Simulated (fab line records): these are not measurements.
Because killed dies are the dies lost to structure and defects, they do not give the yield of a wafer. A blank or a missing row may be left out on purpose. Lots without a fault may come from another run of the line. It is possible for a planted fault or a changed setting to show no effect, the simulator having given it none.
fab line records	flow gf180mcu
[record] lots = 14	wafers = 42	last_day = 34
route steps=602 shown MVPSD@87 VT_IMPLANT@111 POLY_GATE@175 SALICIDE@280
lots untouched by any fault: they come from a run of this same line in which no faults occurred
start_h: the number of hours between the record's first day and the start of the first shown wafer of the lot	wait_h: how many hours have passed since the lot's step before this one	" as in the row above	L1.1+2: a single row standing in for several wafers	- either no value or no given start	* or withheld: withheld	< > ~ a bound
route shown NAME@n: NAME is a module with steps in the file, n the number in the route of the first one	usual: the fault-free wafers' mean and standard deviation	same: alike in all rows	chamber/n: place in a boat	sites: the reading at each site	_std_site: the standard deviation of these	_edge_site: the outer-site mean with the inner-site mean subtracted	radius_mm: for every site, how far away it sits from the centre of the wafer	mask NAME#n: copy n	behind: tool/chamber where the wafer was last shaped	hold: reason for holding the lot/hours on hold/outcome of the hold	device: transistor that didn't switch, given as n, p or np	end of line: tests of these same wafers at the route's end	a step without rows: its recipe alone	killed: dies lost to structure and defects at the first sort, not the wafer's yield	map: a wafer's dies, x killed, . not, _ none there
set.NAME: the run value of the setting; set.NAME@STEP: its run value at that earlier step	model.NAME: the simulator's own value behind a step, which no gauge read
a sample of lots followed through the steps of the route, with each step as a table and each wafer as a row
services: the hour from which a tool's chamber was out of use, counted from the record's first day as start_h (under 0 if before that day), plus the number of hours and why
[[steps]]
[step GF_MVPSD_IMPLANT_09]
[recipe] species = B	energy_kev = 40	dose_cm2 = 5e+12	tilt_deg = 0
[usual] beam_on_s = 9.99/0.2	faraday_current_uA = 28.2/0.55	tilt_deg = 0.000/0.02
lot.wafer	tool	chamber	start_h	wait_h	beam_on_s	faraday_current_uA	tilt_deg
L626.1	implanter-02	0	96.51	0.1	9.88	28.6	-0.043
L626.2	"	0	"	"	10.12	27.8	-0.004
L626.6	"	0	"	"	10.10	27.9	-0.036
L627.1	implanter-04	0	104.91	0.1	9.73	28.9	-0.033
L627.3	"	0	"	"	9.98	28.4	-0.017
L627.6	"	0	"	"	9.87	28.5	0.000
L628.1	implanter-02	0	108.43	0.1	9.99	28.1	-0.007
L628.3	"	0	"	"	10.04	28.1	0.000
L628.5	"	0	"	"	9.89	28.4	0.009
L629.4	implanter-01	0	113.19	0.1	9.84	28.6	0.005
L629.5	"	0	"	"	10.00	28.2	-0.021
L629.6	"	0	"	"	9.61	29.4	-0.024
L631.1	implanter-04	0	127.16	0.1	9.77	29.0	0.009
L631.4	"	0	"	"	9.97	28.3	0.009
L631.6	"	0	"	"	10.26	27.4	0.018
L632.3	implanter-04	0	131.96	0.1	9.88	28.6	0.019
L632.4	"	0	"	"	10.21	27.6	0.001
L632.6	"	0	"	"	10.22	27.5	-0.004
L633.2	implanter-02	0	139.21	0.1	8.17	34.4	0.006
L633.3	"	0	"	"	8.06	34.9	0.000
L633.5	"	0	"	"	8.42	33.5	0.000
L635.1	implanter-02	0	149.53	0.1	8.16	34.5	-0.039
L635.5	"	0	"	"	8.32	33.9	0.016
L635.6	"	0	"	"	8.24	34.3	0.015
L637.1	implanter-01	0	161.88	0.1	9.31	30.1	0.011
L637.4	"	0	"	"	9.62	29.2	0.007
L637.6	"	0	"	"	9.89	28.6	-0.012
L640.1	implanter-01	0	180.61	0.1	9.97	28.2	-0.003
L640.4	"	0	"	"	9.60	29.4	0.001
L640.5	"	0	"	"	9.86	28.6	0.004
L645.3	implanter-02	0	210.23	0.1	9.75	28.8	0.007
L645.4	"	0	"	"	9.87	28.5	0.047
L645.5	"	0	"	"	9.89	28.5	0.030
L646.1	implanter-01	0	215.21	0.1	10.15	27.9	0.001
L646.2	"	0	"	"	9.95	28.3	-0.030
L646.4	"	0	"	"	9.92	28.5	0.000
L647.1	implanter-04	0	223.16	0.1	9.66	29.2	0.009
L647.3	"	0	"	"	10.01	28.2	-0.003
L647.5	"	0	"	"	9.86	28.5	0.019
L649.1	implanter-02	0	234.91	0.1	9.75	28.9	0.003
L649.2	"	0	"	"	10.31	27.5	0.001
L649.3	"	0	"	"	9.82	28.6	-0.009
[step GF_VT_IMPLANT_TW_MEAS_21]
[usual] VT_IMPLANT_2_TW = 1214/20
lot.wafer	tool	chamber	start_h	wait_h	VT_IMPLANT_2_TW
L626.1	film_metro-02	-	125.30	0.1	1220
L626.2	"	-	"	"	1220
L626.6	"	-	"	"	1223
L627.1	film_metro-03	-	135.14	0.1	1232
L627.3	"	-	"	"	1232
L627.6	"	-	"	"	1229
L628.1	film_metro-03	-	138.66	0.1	1234
L628.3	"	-	"	"	1230
L628.5	"	-	"	"	1229
L629.4	film_metro-04	-	143.47	0.1	1198
L629.5	"	-	"	"	1195
L629.6	"	-	"	"	1194
L631.1	film_metro-04	-	158.31	0.1	1182
L631.4	"	-	"	"	1183
L631.6	"	-	"	"	1185
L632.3	film_metro-04	-	163.56	0.1	1187
L632.4	"	-	"	"	1186
L632.6	"	-	"	"	1187
L633.2	film_metro-03	-	171.27	0.1	1237
L633.3	"	-	"	"	1237
L633.5	"	-	"	"	1235
L635.1	film_metro-02	-	182.61	0.1	1229
L635.5	"	-	"	"	1224
L635.6	"	-	"	"	1223
L637.1	film_metro-03	-	195.31	0.1	1226
L637.4	"	-	"	"	1232
L637.6	"	-	"	"	1228
L640.1	film_metro-03	-	215.61	0.1	1237
L640.4	"	-	"	"	1233
L640.5	"	-	"	"	1236
L645.3	film_metro-04	-	245.38	0.1	1191
L645.4	"	-	"	"	1196
L645.5	"	-	"	"	1193
L646.1	film_metro-02	-	252.54	0.1	1232
L646.2	"	-	"	"	1232
L646.4	"	-	"	"	1237
L647.1	film_metro-03	-	260.51	0.1	1226
L647.3	"	-	"	"	1228
L647.5	"	-	"	"	1227
L649.1	film_metro-03	-	273.36	0.1	1226
L649.2	"	-	"	"	1233
L649.3	"	-	"	"	1227
[step GF_VT_IMPLANT_RS_MEAS_49]
[recipe] thk_meas_gauge = four-point-probe
[usual] MVPSD_RS = 1168/3.7
lot.wafer	tool	chamber	start_h	wait_h	MVPSD_RS[ohm/sq]
L626.1	film_metro-01	-	157.72	0.1	1165
L626.2	"	-	"	"	1165
L626.6	"	-	"	"	1163
L627.1	film_metro-03	-	166.68	0.1	1163
L627.3	"	-	"	"	1164
L627.6	"	-	"	"	1165
L628.1	film_metro-02	-	171.18	0.1	1166
L628.3	"	-	"	"	1167
L628.5	"	-	"	"	1168
L629.4	film_metro-02	-	177.04	0.1	1168
L629.5	"	-	"	"	1169
L629.6	"	-	"	"	1172
L631.1	film_metro-03	-	192.21	0.1	1169
L631.4	"	-	"	"	1170
L631.6	"	-	"	"	1166
L632.3	film_metro-01	-	198.25	0.1	1160
L632.4	"	-	"	"	1164
L632.6	"	-	"	"	1165
L633.2	film_metro-02	-	205.93	0.1	1212
L633.3	"	-	"	"	1211
L633.5	"	-	"	"	1209
L635.1	film_metro-02	-	217.78	0.1	1209
L635.5	"	-	"	"	1207
L635.6	"	-	"	"	1211
L637.1	film_metro-01	-	231.68	0.1	1174
L637.4	"	-	"	"	1170
L637.6	"	-	"	"	1171
L640.1	film_metro-02	-	253.28	0.1	1168
L640.4	"	-	"	"	1169
L640.5	"	-	"	"	1170
L645.3	film_metro-01	-	284.25	0.1	1171
L645.4	"	-	"	"	1173
L645.5	"	-	"	"	1171
L646.1	film_metro-01	-	292.66	0.1	1166
L646.2	"	-	"	"	1166
L646.4	"	-	"	"	1164
L647.1	film_metro-03	-	300.43	0.1	1165
L647.3	"	-	"	"	1168
L647.5	"	-	"	"	1167
L649.1	film_metro-02	-	314.46	0.1	1175
L649.2	"	-	"	"	1173
L649.3	"	-	"	"	1174
[step GF_POLY_GATE_CD_MEAS_18]
[usual] cd_nm = 279.8/1.7
lot.wafer	tool	chamber	start_h	wait_h	cd_nm
L626.1	cd_sem-02	-	198.04	0.1	279.7
L626.2	"	-	"	"	282.9
L626.6	"	-	"	"	281.3
L627.1	cd_sem-02	-	209.32	0.1	282.3
L627.3	"	-	"	"	278.3
L627.6	"	-	"	"	277.1
L628.1	cd_sem-02	-	213.15	0.1	281.4
L628.3	"	-	"	"	282.1
L628.5	"	-	"	"	280.0
L629.4	cd_sem-02	-	218.28	0.1	277.3
L629.5	"	-	"	"	281.9
L629.6	"	-	"	"	275.8
L631.1	cd_sem-02	-	235.92	0.1	280.8
L631.4	"	-	"	"	279.3
L631.6	"	-	"	"	278.3
L632.3	cd_sem-02	-	242.25	0.1	278.6
L632.4	"	-	"	"	282.6
L632.6	"	-	"	"	280.4
L633.2	cd_sem-02	-	252.85	0.1	279.6
L633.3	"	-	"	"	278.6
L633.5	"	-	"	"	280.2
L635.1	cd_sem-01	-	263.22	0.1	276.8
L635.5	"	-	"	"	280.7
L635.6	"	-	"	"	279.1
L637.1	cd_sem-01	-	276.68	0.1	278.5
L637.4	"	-	"	"	280.2
L637.6	"	-	"	"	281.4
L640.1	cd_sem-02	-	301.14	0.1	278.1
L640.4	"	-	"	"	278.3
L640.5	"	-	"	"	280.9
L645.3	cd_sem-02	-	332.51	0.1	283.5
L645.4	"	-	"	"	279.5
L645.5	"	-	"	"	282.6
L646.1	cd_sem-02	-	340.21	0.1	277.4
L646.2	"	-	"	"	281.0
L646.4	"	-	"	"	278.6
L647.1	cd_sem-02	-	350.58	0.1	276.8
L647.3	"	-	"	"	276.7
L647.5	"	-	"	"	278.0
L649.1	cd_sem-01	-	364.33	0.1	282.5
L649.2	"	-	"	"	278.0
L649.3	"	-	"	"	278.6
[step GF_SALICIDE_SPUTTER_02]
[recipe] material = Co	target_thk_nm = 10	power_w = 1000	time_s = 20	chamber_pressure_pa = 0.4
[usual] throttle_valve_pct = 29.8/1.1
[same] time_s = 20
lot.wafer	tool	chamber	start_h	wait_h	throttle_valve_pct
L626.1	pvd_sputter-02	-	337.90	0.0	29.3
L626.2	"	-	"	"	31.4
L626.6	"	-	"	"	29.5
L627.1	pvd_sputter-03	-	349.95	0.0	30.4
L627.3	"	-	"	"	31.2
L627.6	"	-	"	"	28.0
L628.1	pvd_sputter-02	-	354.53	0.0	31.2
L628.3	"	-	"	"	29.6
L628.5	"	-	"	"	28.6
L629.4	pvd_sputter-02	-	362.17	0.0	29.4
L629.5	"	-	"	"	29.2
L629.6	"	-	"	"	28.7
L631.1	pvd_sputter-02	-	385.52	0.0	28.8
L631.4	"	-	"	"	29.4
L631.6	"	-	"	"	28.9
L632.3	pvd_sputter-03	-	393.38	0.0	30.8
L632.4	"	-	"	"	31.3
L632.6	"	-	"	"	27.9
L633.2	pvd_sputter-02	-	405.69	0.0	29.0
L633.3	"	-	"	"	31.1
L633.5	"	-	"	"	29.2
L635.1	pvd_sputter-01	-	418.83	0.0	30.9
L635.5	"	-	"	"	30.8
L635.6	"	-	"	"	31.0
L637.1	pvd_sputter-01	-	436.31	0.0	30.9
L637.4	"	-	"	"	30.1
L637.6	"	-	"	"	31.0
L640.1	pvd_sputter-02	-	464.02	0.0	31.2
L640.4	"	-	"	"	29.1
L640.5	"	-	"	"	29.4
L645.3	pvd_sputter-03	-	500.35	0.0	30.9
L645.4	"	-	"	"	28.1
L645.5	"	-	"	"	30.4
L646.1	pvd_sputter-02	-	511.22	0.0	28.9
L646.2	"	-	"	"	31.2
L646.4	"	-	"	"	29.1
L647.1	pvd_sputter-02	-	520.99	0.0	29.3
L647.3	"	-	"	"	29.4
L647.5	"	-	"	"	28.8
L649.1	pvd_sputter-02	-	537.08	0.0	31.0
L649.2	"	-	"	"	29.6
L649.3	"	-	"	"	28.6
[[services]]
tool	chamber	start_h	hours	kind
implanter-04	-	72.73	1.3	repair
implanter-02	-	77.37	3.4	pm
implanter-01	-	82.93	4.2	pm
pvd_sputter-03	-	101.18	1.8	repair
implanter-01	-	121.44	5.0	pm
implanter-01	-	150.26	2.9	repair
pvd_sputter-02	-	158.26	0.8	repair
implanter-04	-	162.76	25.3	pm
pvd_sputter-03	-	167.65	1.2	repair
implanter-04	-	208.79	3.3	repair
implanter-01	-	216.04	3.6	repair
implanter-01	-	221.51	3.7	pm
implanter-02	-	230.71	2.2	repair
pvd_sputter-03	-	232.29	49.1	repair
implanter-01	-	258.13	3.1	repair
implanter-04	-	320.66	3.1	repair
pvd_sputter-02	-	324.81	1.1	repair
pvd_sputter-02	-	326.36	4.0	repair
implanter-04	-	354.71	5.4	pm
pvd_sputter-03	-	375.05	4.0	repair
pvd_sputter-03	-	464.29	0.8	repair
pvd_sputter-02	-	476.09	2.2	repair
implanter-04	-	496.62	4.9	repair
implanter-02	-	497.71	1.8	repair
[[key]]
[first_sign] step = GF_MVPSD_IMPLANT_09	reading = faraday_current_uA	direction = up	sigmas = 11	usual = 28.2	struck = 34.3
[effect] step = GF_MVPSD_IMPLANT_09	reading = beam_on_s	direction = down	sigmas = 8.9	usual = 9.99	struck = 8.23
[effect] step = GF_VT_IMPLANT_RS_MEAS_49	reading = MVPSD_RS	direction = up	sigmas = 11	usual = 1168	struck = 1210
met_at GF_MVPSD_IMPLANT_09
struck_lots L633,L635
tester_left_out L633,L635
not_acting_at GF_VT_IMPLANT_TW_MEAS_21,GF_POLY_GATE_CD_MEAS_18,GF_SALICIDE_SPUTTER_02
onset_between 108.43 139.21
[fault] kind = process_parameter_drift	tool = implanter-02	chamber = -	onset_h = 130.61	steps = GF_MVPSD_IMPLANT_09	channel = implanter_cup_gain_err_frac	offset = 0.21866	shape = step	end_h = 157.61
// tester_left_out: of these lots the tester's yield and bins aren't shown, on N5 and GAA mostly nor the transistor test; their killed dies are dies lost to structure and defects alone, not to doping, threshold or leakage, so they don't give the yield
